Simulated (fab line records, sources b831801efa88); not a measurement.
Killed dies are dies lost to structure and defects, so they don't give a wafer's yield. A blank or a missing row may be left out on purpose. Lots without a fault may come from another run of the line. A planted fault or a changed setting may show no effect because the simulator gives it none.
fab line records | flow gf180mcu
record lots=5 wafers=15 last_day=32
route steps=602 shown HV_LDD@177
lots that met no fault: from a run of the same line without faults
start_h: hours from the record's first day to the start of the lot's first wafer shown | wait_h: hours since the lot's step before | " the same as in the row above | L1.1+2: a row that stands for several wafers | - no value, or no start given | * or withheld: withheld | < > ~ a bound
route shown NAME@n: a module of which the file shows steps, and the number in the route of the first | usual: mean/standard deviation of fault-free wafers | same: alike in all rows | chamber/n: place in a boat | sites: the reading at each site | _std_site: their standard deviation | _edge_site: outer sites' mean less inner sites' | radius_mm: how far each site lies from the wafer's centre | mask NAME#n: copy n | behind: the tool/chamber that last shaped the wafer | hold: why the lot was held/for how many hours/how that ended | device: the transistor (n, p or np) that didn't switch | end of line: the same wafers' tests at the end of the route | a step without rows: its recipe alone | killed: dies lost to structure and defects at the first sort, not the wafer's yield | map: a wafer's dies, x killed, . not, _ none there
set.NAME: the setting as run; set.NAME@STEP: as run at that earlier step | model.NAME: the simulator's own value behind a step, which no gauge read
lots at some steps of the route; a table a step, a row a wafer
services: from which hour (start_h, from the record's first day; less than 0 if before it) a tool's chamber was out of use, for how many hours, and why
## steps
# step GF_HV_LDD_HMDS_01
# recipe prime_time_s=60 prime_temp_c=120
# columns lot.wafer tool chamber start_h wait_h
L076.3+4+6 litho_track-04 0 221.00 0.1
L078.1+3+4 litho_track-04 0 233.35 0.1
L081.1+2+6 litho_track-02 0 257.10 0.1
L085.1+2+3 litho_track-04 0 286.60 0.1
L087.3+4+5 litho_track-04 0 301.35 0.1
# step GF_HV_LDD_COAT_02
# recipe resist=NOVOLAK spin_rpm=3000 resist_thk_nm=1000
# columns lot.wafer tool chamber start_h wait_h
L076.3+4+6 litho_track-04 0 221.15 0.1
L078.1+3+4 litho_track-04 0 233.50 0.1
L081.1+2+6 litho_track-02 0 257.25 0.1
L085.1+2+3 litho_track-04 0 286.75 0.1
L087.3+4+5 litho_track-04 0 301.50 0.1
# step GF_HV_LDD_SOFTBAKE_03
# recipe temp_c=90 time_s=60 resist=NOVOLAK
# columns lot.wafer tool chamber start_h wait_h
L076.3+4+6 litho_track-04 0 221.30 0.1
L078.1+3+4 litho_track-04 0 233.65 0.1
L081.1+2+6 litho_track-02 0 257.40 0.1
L085.1+2+3 litho_track-04 0 286.90 0.1
L087.3+4+5 litho_track-04 0 301.65 0.1
# step GF_HV_LDD_EXPOSE_04
# recipe mask_id=Nplus_LV_AREA target_cd_nm=400 na=0.6 source_shape=conventional sigma_outer=0.6 dose_mj=140
# columns lot.wafer tool chamber start_h wait_h mask
L076.3+4+6 iline_stepper-02 0 - - Nplus_LV_AREA#0
L078.1+3+4 iline_stepper-01 0 - - Nplus_LV_AREA#0
L081.1+2+6 iline_stepper-01 0 - - Nplus_LV_AREA#0
L085.1+2+3 iline_stepper-02 0 - - Nplus_LV_AREA#0
L087.3+4+5 iline_stepper-01 0 - - Nplus_LV_AREA#0
# step GF_HV_LDD_PEB_05
# recipe temp_c=withheld time_s=* resist=NOVOLAK
# columns lot.wafer tool chamber start_h wait_h
L076.3+4+6 litho_track-02 0 - -
L078.1+3+4 litho_track-02 0 - -
L081.1+2+6 litho_track-02 0 - -
L085.1+2+3 litho_track-04 0 - -
L087.3+4+5 litho_track-02 0 - -
# step GF_HV_LDD_DEVELOP_06
# recipe develop_time_s=60 dev_temp_c=23
# columns lot.wafer tool chamber start_h wait_h
L076.3+4+6 litho_track-02 0 229.95 0.1
L078.1+3+4 litho_track-02 0 242.95 0.1
L081.1+2+6 litho_track-02 0 266.65 0.1
L085.1+2+3 litho_track-04 0 296.50 0.1
L087.3+4+5 litho_track-02 0 311.90 0.1
# step GF_HV_LDD_CD_MEAS_07
# recipe target_cd_nm=400
# usual cd_nm=399.3/2.3
# columns lot.wafer tool chamber start_h wait_h cd_nm
L076.3 cd_sem-02 - 230.09 0.1 399.7
L076.4 " - " " 400.7
L076.6 " - " " 400.5
L078.1 cd_sem-01 - 243.10 0.1 396.7
L078.3 " - " " 398.6
L078.4 " - " " 400.5
L081.1 cd_sem-02 - 266.80 0.1 400.8
L081.2 " - " " 399.8
L081.6 " - " " 399.3
L085.1 cd_sem-01 - 296.65 0.1 401.5
L085.2 " - " " 399.5
L085.3 " - " " 401.8
L087.3 cd_sem-01 - 312.04 0.1 398.3
L087.4 " - " " 398.4
L087.5 " - " " 396.8
# step GF_HV_LDD_OVL_MEAS_08
# usual HV_LDD_OVL=-0.1/1.5
# columns lot.wafer tool chamber start_h wait_h HV_LDD_OVL[nm]
L076.3 overlay-01 - 230.19 0.1 -0.6
L076.4 " - " " 0.5
L076.6 " - " " -0.4
L078.1 overlay-01 - 243.22 0.1 1.4
L078.3 " - " " 1.9
L078.4 " - " " 1.0
L081.1 overlay-01 - 266.92 0.1 -1.4
L081.2 " - " " -1.3
L081.6 " - " " -0.6
L085.1 overlay-01 - 296.77 0.1 0.1
L085.2 " - " " 0.3
L085.3 " - " " -0.4
L087.3 overlay-02 - 312.13 0.1 1.4
L087.4 " - " " -1.1
L087.5 " - " " 0.2
# step GF_HV_LDD_IMPLANT_09
# recipe species=As energy_kev=40 dose_cm2=1e+14 tilt_deg=7
# usual beam_on_s=10.02/0.18 faraday_current_uA=562/9.7
# columns lot.wafer tool chamber start_h wait_h beam_on_s faraday_current_uA
L076.3 implanter-04 0 230.26 0.1 10.01 563
L076.4 " 0 " " 10.17 551
L076.6 " 0 " " 9.83 573
L078.1 implanter-04 0 243.26 0.0 10.27 549
L078.3 " 0 " " 10.02 562
L078.4 " 0 " " 9.84 571
L081.1 implanter-02 0 266.96 0.0 10.08 558
L081.2 " 0 " " 9.92 567
L081.6 " 0 " " 9.98 564
L085.1 implanter-04 0 296.80 0.0 10.19 554
L085.2 " 0 " " 9.92 569
L085.3 " 0 " " 10.06 561
L087.3 implanter-01 0 312.21 0.1 9.94 566
L087.4 " 0 " " 10.21 553
L087.5 " 0 " " 9.81 572
# step GF_HV_LDD_STRIP_10
# recipe chemistry=O2/N2 power_w=1400 pressure_mtorr=1500 platen_temp_c=250 o2_flow_sccm=3000 n2_flow_sccm=300 overash_fraction=0.5
# usual drypump_motor_current_A=5.9/0.38 heater_power_w=319/28 oes_product_au=0.716/0.0049 strip_time_to_endpoint_s=12.630/0.028
# columns lot.wafer tool chamber start_h wait_h drypump_motor_current_A heater_power_w oes_product_au rf_hours_counter_h strip_time_to_endpoint_s
L076.3 plasma_asher-02 0 230.39 0.1 6.0 292 0.719 - 12.679
L076.4 " 1 " " 5.9 352 0.726 - 12.673
L076.6 " 1 " " 5.9 351 0.716 - 12.671
L078.1 plasma_asher-04 0 243.41 0.1 6.4 310 0.722 10 12.627
L078.3 " 1 " " 5.4 308 0.711 - 12.618
L078.4 " 0 " " 6.4 313 0.713 - 12.649
L081.1 plasma_asher-02 0 267.11 0.1 6.0 290 0.714 63 12.642
L081.2 " 1 " " 5.9 348 0.713 63 12.641
L081.6 " 0 " " 6.0 285 0.709 - 12.620
L085.1 plasma_asher-04 1 296.95 0.1 5.4 314 0.718 15 12.626
L085.2 " 0 " " 6.4 319 0.713 15 12.579
L085.3 " 1 " " 5.4 314 0.714 - 12.623
L087.3 plasma_asher-03 1 312.34 0.1 5.5 291 0.703 - 12.668
L087.4 " 0 " " 5.5 379 0.708 - 12.646
L087.5 " 0 " " 5.5 370 0.723 - 12.633
# step GF_HV_LDD_TW_MEAS_11
# usual HV_LDD_TW=2436/14
# columns lot.wafer tool chamber start_h wait_h HV_LDD_TW
L076.3 film_metro-02 - 230.48 0.1 2427
L076.4 " - " " 2420
L076.6 " - " " 2421
L078.1 film_metro-03 - 243.51 0.1 2451
L078.3 " - " " 2441
L078.4 " - " " 2458
L081.1 film_metro-02 - 267.21 0.1 2413
L081.2 " - " " 2423
L081.6 " - " " 2416
L085.1 film_metro-03 - 297.05 0.1 2435
L085.2 " - " " 2437
L085.3 " - " " 2454
L087.3 film_metro-02 - 312.43 0.1 2428
L087.4 " - " " 2418
L087.5 " - " " 2406
# step GF_HV_LDD_DEHYDRATE_12
# recipe temp_c=200 time_s=60
# columns lot.wafer tool chamber start_h wait_h
L076.3+4+6 litho_track-01 0 239.17 8.7
L078.1+3+4 litho_track-02 0 251.90 8.4
L081.1+2+6 litho_track-02 0 276.20 9.0
L085.1+2+3 litho_track-01 0 307.67 10.6
L087.3+4+5 litho_track-02 0 321.90 9.5
# step GF_HV_LDD_HMDS_13
# recipe prime_time_s=60 prime_temp_c=120
# columns lot.wafer tool chamber start_h wait_h
L076.3+4+6 litho_track-01 0 239.32 0.1
L078.1+3+4 litho_track-02 0 252.05 0.1
L081.1+2+6 litho_track-02 0 276.35 0.1
L085.1+2+3 litho_track-01 0 307.82 0.1
L087.3+4+5 litho_track-02 0 322.05 0.1
# step GF_HV_LDD_COAT_14
# recipe resist=NOVOLAK spin_rpm=3000 resist_thk_nm=1000
# columns lot.wafer tool chamber start_h wait_h
L076.3+4+6 litho_track-01 0 239.47 0.1
L078.1+3+4 litho_track-02 0 252.20 0.1
L081.1+2+6 litho_track-02 0 276.50 0.1
L085.1+2+3 litho_track-01 0 307.97 0.1
L087.3+4+5 litho_track-02 0 322.20 0.1
# step GF_HV_LDD_SOFTBAKE_15
# recipe temp_c=90 time_s=60 resist=NOVOLAK
# columns lot.wafer tool chamber start_h wait_h
L076.3+4+6 litho_track-01 0 239.62 0.1
L078.1+3+4 litho_track-02 0 252.35 0.1
L081.1+2+6 litho_track-02 0 276.65 0.1
L085.1+2+3 litho_track-01 0 308.12 0.1
L087.3+4+5 litho_track-02 0 322.35 0.1
# step GF_HV_LDD_EXPOSE_16
# recipe mask_id=Pplus_LV_AREA target_cd_nm=400 na=0.6 source_shape=conventional sigma_outer=0.6 dose_mj=140
# columns lot.wafer tool chamber start_h wait_h mask
L076.3+4+6 iline_stepper-01 0 - - Pplus_LV_AREA#0
L078.1+3+4 iline_stepper-02 0 - - Pplus_LV_AREA#0
L081.1+2+6 iline_stepper-02 0 - - Pplus_LV_AREA#0
L085.1+2+3 iline_stepper-02 0 - - Pplus_LV_AREA#0
L087.3+4+5 iline_stepper-01 0 - - Pplus_LV_AREA#0
# step GF_HV_LDD_PEB_17
# recipe temp_c=withheld time_s=* resist=NOVOLAK
# columns lot.wafer tool chamber start_h wait_h
L076.3+4+6 litho_track-01 0 - -
L078.1+3+4 litho_track-01 0 - -
L081.1+2+6 litho_track-02 0 - -
L085.1+2+3 litho_track-04 0 - -
L087.3+4+5 litho_track-04 0 - -
# step GF_HV_LDD_DEVELOP_18
# recipe develop_time_s=59.01 dev_temp_c=23
# columns lot.wafer tool chamber start_h wait_h
L076.3+4+6 litho_track-01 0 248.57 0.1
L078.1+3+4 litho_track-01 0 262.37 0.1
L081.1+2+6 litho_track-02 0 286.65 0.1
L085.1+2+3 litho_track-04 0 317.25 0.1
L087.3+4+5 litho_track-04 0 332.95 0.1
# step GF_HV_LDD_CD_MEAS_19
# recipe target_cd_nm=400
# usual cd_nm=398.4/2.3
# columns lot.wafer tool chamber start_h wait_h cd_nm
L076.3 cd_sem-02 - 248.71 0.1 397.9
L076.4 " - " " 399.3
L076.6 " - " " 398.5
L078.1 cd_sem-02 - 262.52 0.1 395.4
L078.3 " - " " 395.6
L078.4 " - " " 396.4
L081.1 cd_sem-02 - 286.80 0.1 395.2
L081.2 " - " " 394.4
L081.6 " - " " 394.2
L085.1 cd_sem-02 - 317.40 0.1 400.0
L085.2 " - " " 399.7
L085.3 " - " " 401.0
L087.3 cd_sem-02 - 333.09 0.1 396.4
L087.4 " - " " 398.9
L087.5 " - " " 399.5
# step GF_HV_LDD_OVL_MEAS_20
# usual HV_LDD_01_OVL=0.6/1.3
# columns lot.wafer tool chamber start_h wait_h HV_LDD_01_OVL[nm]
L076.3 overlay-02 - 248.80 0.1 1.0
L076.4 " - " " 2.2
L076.6 " - " " 1.0
L078.1 overlay-01 - 262.64 0.1 1.3
L078.3 " - " " -2.8
L078.4 " - " " -0.4
L081.1 overlay-01 - 286.92 0.1 -0.4
L081.2 " - " " -0.2
L081.6 " - " " -2.3
L085.1 overlay-02 - 317.52 0.1 0.7
L085.2 " - " " 1.1
L085.3 " - " " 1.2
L087.3 overlay-01 - 333.18 0.1 -0.3
L087.4 " - " " 1.7
L087.5 " - " " -0.8
# step GF_HV_LDD_IMPLANT_21
# recipe species=BF2 energy_kev=25 dose_cm2=5e+13 tilt_deg=7
# usual beam_on_s=9.98/0.21 faraday_current_uA=282/5.8
# columns lot.wafer tool chamber start_h wait_h beam_on_s faraday_current_uA
L076.3 implanter-01 0 248.87 0.1 10.12 279
L076.4 " 0 " " 9.91 283
L076.6 " 0 " " 9.97 283
L078.1 implanter-02 0 262.67 0.0 9.68 289
L078.3 " 0 " " 10.22 276
L078.4 " 0 " " 10.14 279
L081.1 implanter-01 0 286.96 0.0 9.98 283
L081.2 " 0 " " 9.73 289
L081.6 " 0 " " 9.64 291
L085.1 implanter-01 0 317.55 0.0 10.38 272
L085.2 " 0 " " 9.70 291
L085.3 " 0 " " 9.80 286
L087.3 implanter-02 0 333.25 0.1 9.98 281
L087.4 " 0 " " 9.96 283
L087.5 " 0 " " 10.04 280
# step GF_HV_LDD_STRIP_22
# recipe chemistry=O2/N2 power_w=1400 pressure_mtorr=1500 platen_temp_c=250 o2_flow_sccm=3000 n2_flow_sccm=300 overash_fraction=0.5
# usual drypump_motor_current_A=5.9/0.33 heater_power_w=320/30 oes_product_au=0.715/0.005 strip_time_to_endpoint_s=12.62/0.031
# columns lot.wafer tool chamber start_h wait_h drypump_motor_current_A heater_power_w oes_product_au rf_hours_counter_h strip_time_to_endpoint_s
L076.3 plasma_asher-02 0 249.01 0.1 6.0 291 0.716 - 12.61
L076.4 " 1 " " 6.0 347 0.719 - 12.58
L076.6 " 0 " " 6.0 284 0.715 - 12.64
L078.1 plasma_asher-04 1 262.82 0.1 5.5 309 0.729 12 12.64
L078.3 " 0 " " 6.4 305 0.717 - 12.62
L078.4 " 1 " " 5.4 322 0.722 - 12.61
L081.1 plasma_asher-02 1 287.11 0.1 6.0 354 0.719 65 12.62
L081.2 " 0 " " 6.0 288 0.719 65 12.55
L081.6 " 0 " " 6.0 289 0.714 - 12.62
L085.1 plasma_asher-02 0 317.70 0.1 6.0 288 0.715 69 12.65
L085.2 " 1 " " 6.0 350 0.705 69 12.64
L085.3 " 0 " " 6.0 287 0.714 - 12.65
L087.3 plasma_asher-02 1 333.38 0.1 5.9 358 0.714 - 12.57
L087.4 " 0 " " 6.0 284 0.716 - 12.56
L087.5 " 0 " " 6.0 293 0.714 - 12.63
# step GF_HV_LDD_TW_MEAS_23
# usual HV_LDD_2_TW=1066/5
# columns lot.wafer tool chamber start_h wait_h HV_LDD_2_TW
L076.3 film_metro-02 - 249.09 0.1 1064
L076.4 " - " " 1061
L076.6 " - " " 1063
L078.1 film_metro-03 - 262.92 0.1 1067
L078.3 " - " " 1067
L078.4 " - " " 1062
L081.1 film_metro-04 - 287.21 0.1 1071
L081.2 " - " " 1066
L081.6 " - " " 1067
L085.1 film_metro-03 - 317.80 0.1 1063
L085.2 " - " " 1064
L085.3 " - " " 1064
L087.3 film_metro-03 - 333.47 0.1 1064
L087.4 " - " " 1057
L087.5 " - " " 1056
# step GF_HV_LDD_DEHYDRATE_24
# recipe temp_c=200 time_s=60
# columns lot.wafer tool chamber start_h wait_h
L076.3+4+6 litho_track-01 0 258.17 9.1
L078.1+3+4 litho_track-01 0 271.47 8.5
L081.1+2+6 litho_track-01 0 296.37 9.1
L085.1+2+3 litho_track-04 0 328.25 10.4
L087.3+4+5 litho_track-01 0 342.76 9.3
# step GF_HV_LDD_HMDS_25
# recipe prime_time_s=60 prime_temp_c=120
# columns lot.wafer tool chamber start_h wait_h
L076.3+4+6 litho_track-01 0 258.32 0.1
L078.1+3+4 litho_track-01 0 271.62 0.1
L081.1+2+6 litho_track-01 0 296.52 0.1
L085.1+2+3 litho_track-04 0 328.40 0.1
L087.3+4+5 litho_track-01 0 342.91 0.1
# step GF_HV_LDD_COAT_26
# recipe resist=NOVOLAK spin_rpm=3000 resist_thk_nm=1000
# columns lot.wafer tool chamber start_h wait_h
L076.3+4+6 litho_track-01 0 258.47 0.1
L078.1+3+4 litho_track-01 0 271.77 0.1
L081.1+2+6 litho_track-01 0 296.67 0.1
L085.1+2+3 litho_track-04 0 328.55 0.1
L087.3+4+5 litho_track-01 0 343.06 0.1
# step GF_HV_LDD_SOFTBAKE_27
# recipe temp_c=90 time_s=60 resist=NOVOLAK
# columns lot.wafer tool chamber start_h wait_h
L076.3+4+6 litho_track-01 0 258.62 0.1
L078.1+3+4 litho_track-01 0 271.92 0.1
L081.1+2+6 litho_track-01 0 296.82 0.1
L085.1+2+3 litho_track-04 0 328.70 0.1
L087.3+4+5 litho_track-01 0 343.21 0.1
# step GF_HV_LDD_EXPOSE_28
# recipe mask_id=Nplus_HV_AREA target_cd_nm=400 na=0.6 source_shape=conventional sigma_outer=0.6 dose_mj=140
# columns lot.wafer tool chamber start_h wait_h mask
L076.3+4+6 iline_stepper-02 0 - - Nplus_HV_AREA#0
L078.1+3+4 iline_stepper-01 0 - - Nplus_HV_AREA#0
L081.1+2+6 iline_stepper-02 0 - - Nplus_HV_AREA#0
L085.1+2+3 iline_stepper-02 0 - - Nplus_HV_AREA#0
L087.3+4+5 iline_stepper-01 0 - - Nplus_HV_AREA#0
# step GF_HV_LDD_PEB_29
# recipe temp_c=withheld time_s=* resist=NOVOLAK
# columns lot.wafer tool chamber start_h wait_h
L076.3+4+6 litho_track-01 0 - -
L078.1+3+4 litho_track-04 0 - -
L081.1+2+6 litho_track-02 0 - -
L085.1+2+3 litho_track-02 0 - -
L087.3+4+5 litho_track-01 0 - -
# step GF_HV_LDD_DEVELOP_30
# recipe develop_time_s=60 dev_temp_c=24.13
# columns lot.wafer tool chamber start_h wait_h
L076.3+4+6 litho_track-01 0 267.77 0.1
L078.1+3+4 litho_track-04 0 281.80 0.1
L081.1+2+6 litho_track-02 0 307.55 0.1
L085.1+2+3 litho_track-02 0 339.15 0.1
L087.3+4+5 litho_track-01 0 354.51 0.1
# step GF_HV_LDD_CD_MEAS_31
# recipe target_cd_nm=400
# usual cd_nm=395.2/2
# columns lot.wafer tool chamber start_h wait_h cd_nm
L076.3 cd_sem-01 - 267.91 0.1 395.9
L076.4 " - " " 396.1
L076.6 " - " " 396.7
L078.1 cd_sem-01 - 281.95 0.1 394.3
L078.3 " - " " 394.0
L078.4 " - " " 396.5
L081.1 cd_sem-02 - 307.70 0.1 400.5
L081.2 " - " " 397.5
L081.6 " - " " 399.5
L085.1 cd_sem-02 - 339.30 0.1 394.2
L085.2 " - " " 393.6
L085.3 " - " " 394.3
L087.3 cd_sem-02 - 354.65 0.1 393.2
L087.4 " - " " 395.4
L087.5 " - " " 394.7
# step GF_HV_LDD_OVL_MEAS_32
# usual HV_LDD_02_OVL=-0.8/1.2
# columns lot.wafer tool chamber start_h wait_h HV_LDD_02_OVL[nm]
L076.3 overlay-01 - 268.00 0.1 -0.8
L076.4 " - " " 0.3
L076.6 " - " " -1.0
L078.1 overlay-01 - 282.07 0.1 -2.9
L078.3 " - " " -0.4
L078.4 " - " " -2.3
L081.1 overlay-01 - 307.82 0.1 -0.4
L081.2 " - " " -2.3
L081.6 " - " " -2.5
L085.1 overlay-02 - 339.42 0.1 0.7
L085.2 " - " " 1.3
L085.3 " - " " -0.2
L087.3 overlay-02 - 354.75 0.1 2.1
L087.4 " - " " 0.5
L087.5 " - " " -1.7
# step GF_HV_LDD_IMPLANT_33
# recipe species=P energy_kev=60 dose_cm2=7.5e+12 tilt_deg=30 rotation_deg=0
# usual beam_on_s=10.00/0.22 faraday_current_uA=42.3/0.92
# columns lot.wafer tool chamber start_h wait_h beam_on_s faraday_current_uA
L076.3 implanter-01 0 268.07 0.1 10.12 42.0
L076.4 " 0 " " 9.85 42.8
L076.6 " 0 " " 9.98 42.4
L078.1 implanter-01 0 282.10 0.0 10.06 42.1
L078.3 " 0 " " 9.82 43.0
L078.4 " 0 " " 9.77 43.2
L081.1 implanter-01 0 307.86 0.0 10.16 41.7
L081.2 " 0 " " 9.82 43.1
L081.6 " 0 " " 9.99 42.2
L085.1 implanter-04 0 339.46 0.0 9.82 43.1
L085.2 " 0 " " 10.20 41.4
L085.3 " 0 " " 10.12 41.7
L087.3 implanter-04 0 354.82 0.1 10.23 41.1
L087.4 " 0 " " 9.98 42.3
L087.5 " 0 " " 10.14 41.7
# step GF_HV_LDD_IMPLANT_34
# recipe species=P energy_kev=60 dose_cm2=7.5e+12 tilt_deg=30 rotation_deg=90
# usual beam_on_s=9.99/0.19 faraday_current_uA=42.4/0.75
# columns lot.wafer tool chamber start_h wait_h beam_on_s faraday_current_uA
L076.3 implanter-01 0 268.22 0.1 9.97 42.7
L076.4 " 0 " " 9.75 43.4
L076.6 " 0 " " 10.15 41.6
L078.1 implanter-01 0 282.25 0.1 10.27 41.3
L078.3 " 0 " " 9.92 42.6
L078.4 " 0 " " 9.77 43.3
L081.1 implanter-01 0 308.01 0.1 9.89 42.6
L081.2 " 0 " " 10.04 42.2
L081.6 " 0 " " 10.08 42.0
L085.1 implanter-04 0 339.61 0.1 10.00 42.1
L085.2 " 0 " " 9.76 43.1
L085.3 " 0 " " 9.89 42.6
L087.3 implanter-04 0 354.97 0.1 9.89 42.8
L087.4 " 0 " " 9.59 43.9
L087.5 " 0 " " 9.77 43.3
# step GF_HV_LDD_IMPLANT_35
# recipe species=P energy_kev=60 dose_cm2=7.5e+12 tilt_deg=30 rotation_deg=180
# usual beam_on_s=9.99/0.2 faraday_current_uA=42.4/0.84
# columns lot.wafer tool chamber start_h wait_h beam_on_s faraday_current_uA
L076.3 implanter-01 0 268.37 0.1 10.16 41.8
L076.4 " 0 " " 9.90 42.7
L076.6 " 0 " " 10.24 41.3
L078.1 implanter-01 0 282.40 0.1 9.92 42.7
L078.3 " 0 " " 10.26 41.4
L078.4 " 0 " " 10.14 41.8
L081.1 implanter-01 0 308.16 0.1 10.06 42.0
L081.2 " 0 " " 9.75 43.3
L081.6 " 0 " " 10.24 41.3
L085.1 implanter-04 0 339.76 0.1 9.43 44.6
L085.2 " 0 " " 9.96 42.3
L085.3 " 0 " " 10.08 42.3
L087.3 implanter-04 0 355.12 0.1 10.24 41.3
L087.4 " 0 " " 9.91 42.5
L087.5 " 0 " " 10.27 41.4
# step GF_HV_LDD_IMPLANT_36
# recipe species=P energy_kev=60 dose_cm2=7.5e+12 tilt_deg=30 rotation_deg=270
# usual beam_on_s=10.01/0.2 faraday_current_uA=42.3/0.85
# columns lot.wafer tool chamber start_h wait_h beam_on_s faraday_current_uA
L076.3 implanter-01 0 268.52 0.1 10.18 41.4
L076.4 " 0 " " 10.20 41.4
L076.6 " 0 " " 9.90 42.8
L078.1 implanter-01 0 282.55 0.1 10.21 41.4
L078.3 " 0 " " 9.91 42.6
L078.4 " 0 " " 10.23 41.4
L081.1 implanter-01 0 308.31 0.1 10.13 41.8
L081.2 " 0 " " 10.42 40.6
L081.6 " 0 " " 9.92 42.9
L085.1 implanter-04 0 339.91 0.1 9.85 43.0
L085.2 " 0 " " 10.07 42.0
L085.3 " 0 " " 10.22 41.6
L087.3 implanter-04 0 355.27 0.1 9.94 42.5
L087.4 " 0 " " 10.05 42.3
L087.5 " 0 " " 10.34 40.9
# step GF_HV_LDD_STRIP_37
# recipe chemistry=O2/N2 power_w=1400 pressure_mtorr=1500 platen_temp_c=250 o2_flow_sccm=3000 n2_flow_sccm=300 overash_fraction=0.5
# usual drypump_motor_current_A=5.8/0.34 heater_power_w=320/31 oes_product_au=0.716/0.0047 strip_time_to_endpoint_s=12.63/0.033
# columns lot.wafer tool chamber start_h wait_h drypump_motor_current_A heater_power_w oes_product_au rf_hours_counter_h strip_time_to_endpoint_s
L076.3 plasma_asher-03 0 268.66 0.1 5.5 385 0.711 - 12.65
L076.4 " 1 " " 5.5 287 0.717 - 12.61
L076.6 " 0 " " 5.5 371 0.718 - 12.66
L078.1 plasma_asher-02 1 282.70 0.1 6.0 351 0.716 65 12.60
L078.3 " 1 " " 6.0 355 0.720 - 12.60
L078.4 " 0 " " 6.0 293 0.718 - 12.59
L081.1 plasma_asher-03 0 308.46 0.1 5.5 372 0.725 71 12.64
L081.2 " 1 " " 5.5 280 0.719 71 12.63
L081.6 " 0 " " 5.5 367 0.718 - 12.61
L085.1 plasma_asher-04 0 340.06 0.1 6.4 316 0.719 20 12.69
L085.2 " 1 " " 5.4 316 0.710 20 12.68
L085.3 " 0 " " 6.4 313 0.709 - 12.65
L087.3 plasma_asher-04 0 355.40 0.1 6.4 308 0.719 - 12.65
L087.4 " 1 " " 5.5 313 0.714 - 12.61
L087.5 " 0 " " 6.4 304 0.721 - 12.59
# step GF_HV_LDD_TW_MEAS_38
# usual HV_LDD_3_TW=1448/7.8
# columns lot.wafer tool chamber start_h wait_h HV_LDD_3_TW
L076.3 film_metro-02 - 268.74 0.1 1440
L076.4 " - " " 1447
L076.6 " - " " 1446
L078.1 film_metro-04 - 282.80 0.1 1453
L078.3 " - " " 1462
L078.4 " - " " 1459
L081.1 film_metro-03 - 308.56 0.1 1460
L081.2 " - " " 1452
L081.6 " - " " 1458
L085.1 film_metro-02 - 340.16 0.1 1441
L085.2 " - " " 1434
L085.3 " - " " 1433
L087.3 film_metro-03 - 355.49 0.1 1457
L087.4 " - " " 1459
L087.5 " - " " 1449
# step GF_HV_LDD_DEHYDRATE_39
# recipe temp_c=200 time_s=60
# columns lot.wafer tool chamber start_h wait_h
L076.3+4+6 litho_track-01 0 278.22 9.5
L078.1+3+4 litho_track-01 0 291.57 8.8
L081.1+2+6 litho_track-04 0 317.40 8.8
L085.1+2+3 litho_track-04 0 350.69 10.5
L087.3+4+5 litho_track-01 0 365.71 10.2
# step GF_HV_LDD_HMDS_40
# recipe prime_time_s=60 prime_temp_c=120
# columns lot.wafer tool chamber start_h wait_h
L076.3+4+6 litho_track-01 0 278.37 0.1
L078.1+3+4 litho_track-01 0 291.72 0.1
L081.1+2+6 litho_track-04 0 317.55 0.1
L085.1+2+3 litho_track-04 0 350.84 0.1
L087.3+4+5 litho_track-01 0 365.86 0.1
# step GF_HV_LDD_COAT_41
# recipe resist=NOVOLAK spin_rpm=3000 resist_thk_nm=1000
# columns lot.wafer tool chamber start_h wait_h
L076.3+4+6 litho_track-01 0 278.52 0.1
L078.1+3+4 litho_track-01 0 291.87 0.1
L081.1+2+6 litho_track-04 0 317.70 0.1
L085.1+2+3 litho_track-04 0 350.99 0.1
L087.3+4+5 litho_track-01 0 366.01 0.1
# step GF_HV_LDD_SOFTBAKE_42
# recipe temp_c=90 time_s=60 resist=NOVOLAK
# columns lot.wafer tool chamber start_h wait_h
L076.3+4+6 litho_track-01 0 278.67 0.1
L078.1+3+4 litho_track-01 0 292.02 0.1
L081.1+2+6 litho_track-04 0 317.85 0.1
L085.1+2+3 litho_track-04 0 351.14 0.1
L087.3+4+5 litho_track-01 0 366.16 0.1
# step GF_HV_LDD_EXPOSE_43
# recipe mask_id=Pplus_HV_AREA target_cd_nm=400 na=0.6 source_shape=conventional sigma_outer=0.6 dose_mj=140
# columns lot.wafer tool chamber start_h wait_h mask
L076.3+4+6 iline_stepper-02 0 - - Pplus_HV_AREA#0
L078.1+3+4 iline_stepper-02 0 - - Pplus_HV_AREA#0
L081.1+2+6 iline_stepper-01 0 - - Pplus_HV_AREA#0
L085.1+2+3 iline_stepper-01 0 - - Pplus_HV_AREA#0
L087.3+4+5 iline_stepper-02 0 - - Pplus_HV_AREA#0
# step GF_HV_LDD_PEB_44
# recipe temp_c=withheld time_s=* resist=NOVOLAK
# columns lot.wafer tool chamber start_h wait_h
L076.3+4+6 litho_track-04 0 - -
L078.1+3+4 litho_track-01 0 - -
L081.1+2+6 litho_track-01 0 - -
L085.1+2+3 litho_track-02 0 - -
L087.3+4+5 litho_track-04 0 - -
# step GF_HV_LDD_DEVELOP_45
# recipe develop_time_s=60 dev_temp_c=23
# columns lot.wafer tool chamber start_h wait_h
L076.3+4+6 litho_track-04 0 288.25 0.1
L078.1+3+4 litho_track-01 0 301.82 0.1
L081.1+2+6 litho_track-01 0 328.66 0.1
L085.1+2+3 litho_track-02 0 361.95 0.1
L087.3+4+5 litho_track-04 0 377.49 0.1
## services
# columns tool chamber start_h hours kind
plasma_asher-03 - 216.35 2.8 repair
iline_stepper-01 0 220.99 - calibration
implanter-04 - 225.65 3.9 pm
plasma_asher-04 - 227.34 8.4 repair
implanter-02 - 234.06 17.7 repair
implanter-02 - 251.74 3.8 pm
plasma_asher-03 - 262.51 2.7 repair
plasma_asher-03 - 265.25 2.8 pm
plasma_asher-04 - 280.19 1.0 repair
implanter-02 - 284.57 4.1 pm
iline_stepper-02 0 284.67 - calibration
plasma_asher-03 - 288.81 4.3 pm
implanter-02 - 300.30 5.0 repair
plasma_asher-04 - 305.82 1.7 repair
iline_stepper-02 - 317.34 5.1 repair
implanter-04 - 320.20 15.6 pm
iline_stepper-02 - 322.63 2.3 repair
iline_stepper-01 - 326.49 1.7 pm
implanter-01 - 331.91 0.9 repair
iline_stepper-01 - 357.65 8.2 repair
iline_stepper-02 - 370.29 1.7 pm
plasma_asher-04 - 371.69 3.0 repair
## key
fault none
